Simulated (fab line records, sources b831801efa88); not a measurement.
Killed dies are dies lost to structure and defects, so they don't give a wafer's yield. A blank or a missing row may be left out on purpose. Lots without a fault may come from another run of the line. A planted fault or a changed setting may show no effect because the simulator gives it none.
One fault seen from 2 desks | flow sky130 | each desk has only its own numbers; what lay behind them comes last

THE METROLOGY DESK
What the gauges read, lot by lot, whatever tool the lot ran on: means of the sampled wafers that have a number. A lot is out of limits, marked OUT, if its mean lies more than 4 standard deviations from the usual mean; the brackets give that distance.
Columns: A = LDD_LDN_TW at SKY_LDD_LDN_TW_MEAS_13, usual 1477; B = cd_nm at SKY_POLY_CUT_CD_MEAS_08, usual 270.0 nm; C = RES_XHIGH_RS at SKY_SD_N_RS_MEAS_18, usual 333.6 ohm/sq; D = LI_CONTACT_OVL at SKY_LI_CONTACT_OVL_MEAS_13, usual 1 nm
lot  | first seen here | A               | B     | C     | D
L978 | day 22 15:07    | 1488            | 269.9 | 333.5 | 5
L980 | day 23 10:10    | 1485            | 269.4 | 333.1 | 3
L982 | day 24 12:18    | 1482            | 270.4 | 333.2 | 8
L983 | day 24 18:50    | 1482            | 268.5 | 333.1 | 1
L986 | day 26 02:08    | 1471            | 271.2 | 334.5 | 1
L990 | day 27 08:04    | 1475            | 270.8 | 333.3 | 0
L993 | day 28 02:53    | 1549 (+10) OUT  | 270.9 | 335.0 | 0
L994 | day 28 14:16    | 1542 (+9.3) OUT | 272.9 | 331.7 | -2
L996 | day 29 01:58    | 1469            | 269.5 | 332.8 | -0
L997 | day 29 10:28    | 1468            | 270.7 | 334.8 | 1
L999 | day 30 00:37    | 1484            | 270.7 | 333.1 | 9
L100 | day 30 09:17    | 1483            | 270.3 | 333.2 | 4
L101 | day 30 15:08    | 1475            | 270.5 | 333.8 | 12
This desk's finding: out of limits on L993, L994; first on L993, day 28 02:53 (LDD_LDN_TW at SKY_LDD_LDN_TW_MEAS_13). In limits: L978, L980, L982, L983, L986, L990, L996, L997, L999, L100, L101.

THE TOOL OWNER'S DESK: implanter-03
The tool's own readings at SKY_LDD_LDN_IMPLANT_10: means of the sampled wafers that have a number, for each lot that ran on this tool. A lot is out of limits, marked OUT, if its mean lies more than 4 standard deviations from the usual mean; the brackets give that distance.
Columns: A = dose_ions_cm2 at SKY_LDD_LDN_IMPLANT_10, usual 1.2503e+13; B = faraday_current_uA at SKY_LDD_LDN_IMPLANT_10, usual 70.4
lot  | first seen here | A                            | B
L978 | day 22 14:43    | 1.2485e+13                   | 69.1
L980 | day 23 09:46    | 1.2501e+13                   | 69.8
L982 | day 24 11:54    | 1.2495e+13                   | 70.4
L986 | day 26 01:44    | 1.2502e+13                   | 70.0
L990 | day 27 07:42    | 1.2509e+13                   | 70.3
L993 | day 28 02:29    | 2.0743e+13 (+99 or more) OUT | 120.5 (+36) OUT
L994 | day 28 13:53    | 2.0739e+13 (+99 or more) OUT | 117.7 (+34) OUT
This desk's finding: out of limits on L993, L994; first on L993, day 28 02:29 (dose_ions_cm2 at SKY_LDD_LDN_IMPLANT_10). In limits: L978, L980, L982, L986, L990.

PUT TOGETHER
The tool owner's desk could have raised an alarm at day 28 02:29, on L993, L994.
The metrology desk could have raised an alarm at day 28 02:53, on L993, L994.
Of the lots named, all ran SKY_LDD_LDN_IMPLANT_10 on implanter-03.

WHAT THE SIMULATOR HAD PUT IN
Process parameter drift: implanter-03, from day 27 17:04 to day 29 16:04, at SKY_LDD_LDN_IMPLANT_10. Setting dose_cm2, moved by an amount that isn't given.
Lots struck among those shown: L993, L994.
Hours from the fault's start to each desk's first reading out of limits: the tool owner's desk, 9; the metrology desk, 10.
